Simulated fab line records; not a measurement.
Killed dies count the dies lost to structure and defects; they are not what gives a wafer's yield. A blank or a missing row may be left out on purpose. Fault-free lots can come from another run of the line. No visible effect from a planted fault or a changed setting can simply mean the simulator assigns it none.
fab line records	flow sky130
record lots=13	wafers=35	last-day=50
route steps=708 shown VT_ADJUST_HVTP@95 VT_ADJUST_HVTR@142 GATE_OXIDE@198 LDD_HVN@276
lots with no fault: from the same line, run without faults
start-h: start of the lot's first displayed wafer, in hours after the record's first day	wait-h: how many hours have passed since the lot's step before this one	" identical to the entry in the row above	L1.1+2: a single row standing in for several wafers	- either no value or no given start	* or withheld: withheld	< > ~ a bound
route shown NAME@n: names a module that has steps shown in the file, with the first one's number in the route	usual: mean/standard deviation of fault-free wafers	same: alike in all rows	chamber/n: place in a boat	sites: readings site by site	_std_site: standard deviation across them	_edge_site: inner sites' mean taken away from outer sites' mean	radius-mm: for every site, how far away it sits from the centre of the wafer	mask NAME#n: copy n	behind: the tool/chamber that last shaped the wafer	hold: what put the lot on hold/how long, in hours/how the hold closed	device: transistor that didn't switch, given as n, p or np	end of line: at the end of the route, the tests of the same wafers	a step with no rows: only its recipe	killed: dies that structure and defects cost at the first sort, which is not the same as the wafer's yield	map: a wafer's dies, x killed, . not, _ none there
set.NAME: the run value of the setting; set.NAME@STEP: its run value at that earlier step	model.NAME: the simulator's own value behind a step, which no gauge read
one table for each step of the route and one row for each wafer, over a sample of lots
services: the hour from which a tool's chamber was out of use, counted from the record's first day as start-h (under 0 if before that day), plus the number of hours and why
## steps
# step SKY_VT_ADJUST_HVTP_STRIP_10
# recipe chemistry=O2/N2	power-w=1400	pressure-mtorr=1500	platen-temp-c=withheld	o2-flow-sccm=3000	n2-flow-sccm=300	overash-fraction=0.5
# usual drypump-motor-current-A=5.6/0.43	oes-product-au=0.716/0.0045	strip-time-to-endpoint-s=14.18/0.038
lot.wafer	tool	chamber	start-h	wait-h	drypump-motor-current-A	oes-product-au	rf-hours-counter-h	strip-time-to-endpoint-s
L322.1	plasma-asher-04	0	92.97	0.1	6.3	0.717	41	14.19
L322.4	"	1	"	"	5.1	0.706	-	14.19
L322.6	"	1	"	"	5.1	0.718	-	14.16
L323.2	plasma-asher-04	1	121.86	0.1	5.1	0.721	44	14.16
L323.3	"	1	"	"	5.1	0.715	-	14.18
L323.4	"	0	"	"	6.3	0.722	-	14.21
L331.5	plasma-asher-03	0	183.24	0.1	5.7	0.715	-	14.11
L331.6	"	1	"	"	5.3	0.718	-	14.07
L332.3	plasma-asher-03	0	190.19	0.1	5.7	0.712	-	14.16
L332.5	"	0	"	"	5.7	0.715	-	14.14
L333.6	plasma-asher-01	0	194.54	0.1	5.5	0.715	-	14.13
L334.1	plasma-asher-01	1	201.63	0.1	5.9	0.710	49	14.10
L334.3	"	0	"	"	5.4	0.717	-	14.14
L334.5	"	1	"	"	5.9	0.708	-	14.12
L335.2	plasma-asher-03	0	206.32	0.1	5.7	0.717	9	14.19
L335.3	"	1	"	"	5.4	0.719	-	14.21
L335.6	"	0	"	"	5.7	0.712	-	14.19
L337.3	plasma-asher-04	1	219.64	0.1	5.1	0.709	-	14.17
L337.4	"	0	"	"	6.3	0.711	-	14.19
L337.6	"	0	"	"	6.3	0.721	-	14.16
L339.2	plasma-asher-01	0	239.32	0.1	5.4	0.719	51	14.18
L339.3	"	1	"	"	5.9	0.719	-	14.18
L339.4	"	0	"	"	5.4	0.713	-	14.16
L340.2	plasma-asher-04	1	244.12	0.1	5.1	0.715	56	14.14
L340.3	"	1	"	"	5.1	0.722	-	14.13
L340.5	"	0	"	"	6.3	0.715	-	14.15
L342.1	plasma-asher-04	0	263.83	0.1	6.3	0.710	57	14.14
L342.4	"	1	"	"	5.1	0.723	-	14.18
L342.6	"	0	"	"	6.3	0.720	-	14.14
L344.1	plasma-asher-01	0	278.41	0.1	5.4	0.715	55	14.24
L344.5	"	1	"	"	5.9	0.719	-	14.23
L344.6	"	0	"	"	5.4	0.715	-	14.26
L345.1	plasma-asher-01	0	288.77	0.1	5.4	0.708	56	14.23
L345.4	"	1	"	"	5.9	0.716	-	14.25
L345.6	"	0	"	"	5.4	0.725	-	14.23
# step SKY_VT_ADJUST_HVTR_TW_MEAS_11
# usual VT_ADJUST_HVTR_TW=211.4/2.2
lot.wafer	tool	chamber	start-h	wait-h	VT_ADJUST_HVTR_TW
L322.1	film-metro-02	-	170.17	0.1	213.1
L322.4	"	-	"	"	214.0
L322.6	"	-	"	"	214.8
L323.2	film-metro-03	-	203.23	0.1	208.6
L323.3	"	-	"	"	209.8
L323.4	"	-	"	"	208.8
L331.5	film-metro-01	-	279.71	0.0	210.4
L331.6	"	-	"	"	210.1
L332.3	film-metro-03	-	286.69	0.1	210.4
L332.5	"	-	"	"	209.0
L333.6	film-metro-02	-	290.77	0.1	216.0
L334.1	film-metro-01	-	299.26	0.1	211.0
L334.3	"	-	"	"	211.2
L334.5	"	-	"	"	212.2
L335.2	film-metro-02	-	306.38	0.1	213.9
L335.3	"	-	"	"	214.2
L335.6	"	-	"	"	215.1
L337.3	film-metro-02	-	321.03	0.1	214.5
L337.4	"	-	"	"	214.8
L337.6	"	-	"	"	213.3
L339.2	film-metro-02	-	341.42	0.1	213.6
L339.3	"	-	"	"	214.4
L339.4	"	-	"	"	214.0
L340.2	film-metro-03	-	348.27	0.1	209.3
L340.3	"	-	"	"	208.6
L340.5	"	-	"	"	208.7
L342.1	film-metro-03	-	368.71	0.1	208.0
L342.4	"	-	"	"	207.9
L342.6	"	-	"	"	209.1
L344.1	film-metro-03	-	386.91	0.1	209.2
L344.5	"	-	"	"	209.6
L344.6	"	-	"	"	208.1
L345.1	film-metro-02	-	396.21	0.1	214.1
L345.4	"	-	"	"	214.0
L345.6	"	-	"	"	214.7
# step SKY_GATE_OXIDE_IMPLANT_11
# recipe species=B	energy-kev=10	dose-cm2=2.6e+12	tilt-deg=withheld
# usual beam-on-s=10.02/0.21	faraday-current-uA=14.6/0.3
lot.wafer	tool	chamber	start-h	wait-h	beam-on-s	faraday-current-uA
L322.1	implanter-04	0	270.49	0.0	10.46	14.1
L322.4	"	0	"	"	10.35	14.1
L322.6	"	0	"	"	10.07	14.6
L323.2	implanter-04	0	309.72	0.0	10.37	14.1
L323.3	"	0	"	"	9.72	15.0
L323.4	"	0	"	"	10.03	14.7
L331.5	implanter-04	0	397.20	0.1	11.37	12.9
L331.6	"	0	"	"	9.92	14.8
L332.3	implanter-04	0	404.84	0.1	9.64	15.2
L332.5	"	0	"	"	11.22	13.1
L333.6	implanter-04	0	413.87	0.1	9.75	15.0
L335.2	implanter-02	0	465.96	0.0	9.82	14.9
L335.3	"	0	"	"	9.83	14.9
L335.6	"	0	"	"	10.19	14.4
L334.1	implanter-03	0	466.24	0.0	9.69	15.1
L334.3	"	0	"	"	10.13	14.5
L334.5	"	0	"	"	10.06	14.6
L337.3	implanter-02	0	466.55	0.1	10.11	14.6
L337.4	"	0	"	"	10.03	14.7
L337.6	"	0	"	"	9.73	15.0
L339.2	implanter-03	0	468.27	0.0	9.99	14.6
L339.3	"	0	"	"	9.86	14.9
L339.4	"	0	"	"	9.69	15.1
L340.2	implanter-04	0	471.21	0.0	10.03	14.5
L340.3	"	0	"	"	10.03	14.6
L340.5	"	0	"	"	9.81	15.0
L342.1	implanter-02	0	498.55	0.0	10.03	14.7
L342.4	"	0	"	"	10.13	14.5
L342.6	"	0	"	"	10.41	14.1
L344.1	implanter-04	0	514.99	0.0	10.10	14.5
L344.5	"	0	"	"	9.79	14.9
L344.6	"	0	"	"	10.28	14.3
L345.1	implanter-04	0	526.89	0.0	10.12	14.5
L345.4	"	0	"	"	9.91	14.8
L345.6	"	0	"	"	10.23	14.4
# step SKY_GATE_OXIDE_TW_MEAS_14
# usual GATE_OXIDE_TW=224.1/2
lot.wafer	tool	chamber	start-h	wait-h	GATE_OXIDE_TW
L322.1	film-metro-01	-	270.84	0.1	223.4
L322.4	"	-	"	"	223.0
L322.6	"	-	"	"	223.4
L323.2	film-metro-01	-	310.07	0.1	224.1
L323.3	"	-	"	"	224.6
L323.4	"	-	"	"	225.6
L331.5	film-metro-02	-	397.50	0.0	234.7
L331.6	"	-	"	"	228.3
L332.3	film-metro-02	-	405.17	0.1	227.7
L332.5	"	-	"	"	233.7
L333.6	film-metro-03	-	414.24	0.1	224.1
L335.2	film-metro-03	-	466.40	0.1	222.3
L335.3	"	-	"	"	222.2
L335.6	"	-	"	"	222.5
L334.1	film-metro-02	-	466.69	0.1	224.6
L334.3	"	-	"	"	225.3
L334.5	"	-	"	"	224.3
L337.3	film-metro-01	-	466.88	0.1	221.0
L337.4	"	-	"	"	222.4
L337.6	"	-	"	"	222.4
L339.2	film-metro-02	-	468.60	0.1	224.1
L339.3	"	-	"	"	223.9
L339.4	"	-	"	"	224.3
L340.2	film-metro-02	-	471.65	0.1	225.7
L340.3	"	-	"	"	224.9
L340.5	"	-	"	"	224.3
L342.1	film-metro-02	-	498.90	0.1	225.5
L342.4	"	-	"	"	225.2
L342.6	"	-	"	"	224.1
L344.1	film-metro-02	-	515.34	0.1	225.3
L344.5	"	-	"	"	225.3
L344.6	"	-	"	"	225.5
L345.1	film-metro-01	-	527.24	0.1	221.7
L345.4	"	-	"	"	222.1
L345.6	"	-	"	"	221.2
# step SKY_LDD_HVN_STRIP_09
# recipe chemistry=O2/N2	power-w=1400	pressure-mtorr=1500	platen-temp-c=withheld	o2-flow-sccm=3000	n2-flow-sccm=300	overash-fraction=0.5
# usual drypump-motor-current-A=5.9/0.47	oes-product-au=0.409/0.0041	strip-time-to-endpoint-s=4.134/0.012
lot.wafer	tool	chamber	start-h	wait-h	drypump-motor-current-A	oes-product-au	rf-hours-counter-h	strip-time-to-endpoint-s
L322.1	plasma-asher-02	0	422.19	0.1	6.4	0.409	61	4.113
L322.4	"	0	"	"	6.4	0.403	-	4.111
L322.6	"	1	"	"	6.3	0.405	-	4.125
L323.2	plasma-asher-01	1	463.84	0.1	5.9	0.397	75	4.133
L323.3	"	1	"	"	5.9	0.406	-	4.148
L323.4	"	0	"	"	5.4	0.411	-	4.124
L331.5	plasma-asher-01	1	564.57	0.1	5.9	0.398	-	4.132
L331.6	"	0	"	"	5.4	0.402	-	4.116
L332.3	plasma-asher-04	0	568.93	0.1	6.3	0.405	-	4.139
L332.5	"	0	"	"	6.3	0.414	-	4.138
L333.6	plasma-asher-04	0	576.75	0.1	6.3	0.404	-	4.118
L335.2	plasma-asher-02	0	628.95	0.1	6.4	0.408	81	4.141
L335.3	"	0	"	"	6.4	0.409	-	4.139
L335.6	"	1	"	"	6.3	0.407	-	4.133
L337.3	plasma-asher-04	0	629.77	0.1	6.3	0.406	-	4.129
L337.4	"	1	"	"	5.1	0.412	-	4.129
L337.6	"	0	"	"	6.3	0.409	-	4.124
L334.1	plasma-asher-02	0	630.46	0.1	6.4	0.412	81	4.153
L334.3	"	1	"	"	6.3	0.414	-	4.114
L334.5	"	0	"	"	6.4	0.405	-	4.144
L339.2	plasma-asher-01	1	632.55	0.1	6.0	0.409	92	4.133
L339.3	"	0	"	"	5.4	0.409	-	4.141
L339.4	"	1	"	"	5.9	0.408	-	4.124
L340.2	plasma-asher-02	0	634.10	0.1	6.4	0.412	82	4.139
L340.3	"	1	"	"	6.3	0.402	-	4.135
L340.5	"	1	"	"	6.3	0.407	-	4.137
L342.1	plasma-asher-04	1	656.10	0.1	5.1	0.411	22	4.150
L342.4	"	1	"	"	5.1	0.410	-	4.138
L342.6	"	0	"	"	6.3	0.415	-	4.155
L344.1	plasma-asher-01	1	678.19	0.1	5.9	0.411	97	4.121
L344.5	"	1	"	"	5.9	0.405	-	4.138
L344.6	"	0	"	"	5.4	0.404	-	4.122
L345.1	plasma-asher-04	0	683.09	0.1	6.3	0.406	25	4.130
L345.4	"	1	"	"	5.1	0.409	-	4.112
L345.6	"	0	"	"	6.3	0.410	-	4.149
## services
tool	chamber	start-h	hours	kind
implanter-02	-	153.53	9.4	repair
implanter-02	-	153.93	1.7	repair
implanter-04	-	154.69	4.6	pm
plasma-asher-04	-	155.72	13.8	repair
plasma-asher-01	-	222.69	14.6	pm
plasma-asher-02	-	232.02	2.8	repair
plasma-asher-04	-	279.86	3.0	repair
implanter-04	-	313.80	5.4	repair
plasma-asher-02	-	351.22	9.2	repair
implanter-04	-	373.83	1.7	repair
plasma-asher-04	-	421.25	9.0	pm
implanter-04	-	436.73	3.9	repair
plasma-asher-02	-	442.98	0.7	repair
plasma-asher-04	-	473.47	1.1	repair
plasma-asher-02	-	504.87	1.4	repair
implanter-04	-	536.89	1.5	repair
implanter-04	-	551.37	4.9	pm
plasma-asher-02	-	554.88	2.8	pm
implanter-04	-	584.46	6.3	repair
plasma-asher-02	-	619.53	0.8	repair
plasma-asher-04	-	630.83	3.0	repair
plasma-asher-04	-	634.47	2.8	pm
implanter-04	-	642.64	3.8	pm
implanter-04	-	663.58	2.0	repair
## key
first-sign step=SKY_GATE_OXIDE_IMPLANT_11	reading=beam-on-s	direction=up	sigmas=6.1	usual=10.02	struck=11.30
effect step=SKY_GATE_OXIDE_IMPLANT_11	reading=faraday-current-uA	direction=down	sigmas=5.4	usual=14.6	struck=13.0
effect step=SKY_GATE_OXIDE_TW_MEAS_14	reading=GATE_OXIDE_TW	direction=up	sigmas=5	usual=224.1	struck=234.2
met-at SKY_GATE_OXIDE_IMPLANT_11
struck-lots L331,L332
struck-wafers L331.5,L332.5
tester-left-out L331,L332
not-acting-at SKY_VT_ADJUST_HVTP_STRIP_10,SKY_VT_ADJUST_HVTR_TW_MEAS_11,SKY_LDD_HVN_STRIP_09
onset-between 309.72 397.20
fault kind=process-parameter-drift	tool=implanter-04	chamber=-	onset-h=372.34	steps=SKY_GATE_OXIDE_IMPLANT_11	channel=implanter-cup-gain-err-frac	offset=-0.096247	shape=step	end-h=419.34	scope=struck-wafers-only
# tester-left-out: of these lots the tester's yield and bins aren't shown, on N5 and GAA mostly nor the transistor test; their killed dies are dies lost to structure and defects alone, not to doping, threshold or leakage, so they don't give the yield
